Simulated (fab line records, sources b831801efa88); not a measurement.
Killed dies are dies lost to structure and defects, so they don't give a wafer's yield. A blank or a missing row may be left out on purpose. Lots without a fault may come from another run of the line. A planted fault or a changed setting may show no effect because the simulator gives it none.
Chamber matching | flow gf180mcu | GF_CONTACT_CMP_04 on cmp-02: 4 sister chambers
The step polishes SiO2. 4 wafers are shown with their chamber, then 9 later ones without.

WAFERS WITH THEIR CHAMBER
wafer  | chamber | motor_current_A (A)
L293.2 | 1       | 13.5
L295.1 | 3       | 12.5
L295.3 | 0       | 13.0
L295.6 | 2       | 12.8

WAFERS WITHOUT THEIR CHAMBER
wafer  | motor_current_A (A)
L300.2 | 13.1
L300.3 | 13.1
L300.4 | 12.6
L303.1 | 13.1
L303.2 | 11.9
L303.5 | 13.5
L305.4 | 12.5
L305.5 | 13.3
L305.6 | 12.3

WHICH CHAMBER EACH WENT THROUGH
wafer  | from the rows above          | in truth
L300.2 | can't be placed: 0 or 2 or 1 | 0
L300.3 | can't be placed: 0 or 2 or 1 | 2
L300.4 | can't be placed: 3 or 2 or 0 | 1
L303.1 | can't be placed: 0 or 2 or 1 | 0
L303.2 | can't be placed: 3 or 2      | 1
L303.5 | 1                            | 1
L305.4 | can't be placed: 3 or 2      | 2
L305.5 | can't be placed: 1 or 0 or 2 | 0
L305.6 | can't be placed: 3 or 2      | 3
Placed correctly: 1 of 9. Can't be placed from these rows: 8 (the true chamber is among the candidates in 6). Placed wrongly: 0.
How it was worked out, from the rows above alone: a wafer's distance from a chamber is the root of the sum, over the readings, of the square of ((its reading less the chamber's mean) divided by the reading's scatter). The wafer belongs to the nearest chamber; if the next one is less than 2 further off, it can't be placed. A chamber's mean is the mean of its shown wafers. The scatter: with one shown wafer a chamber, the root of the mean of the squares of how far each hidden wafer lies from its nearest shown one.
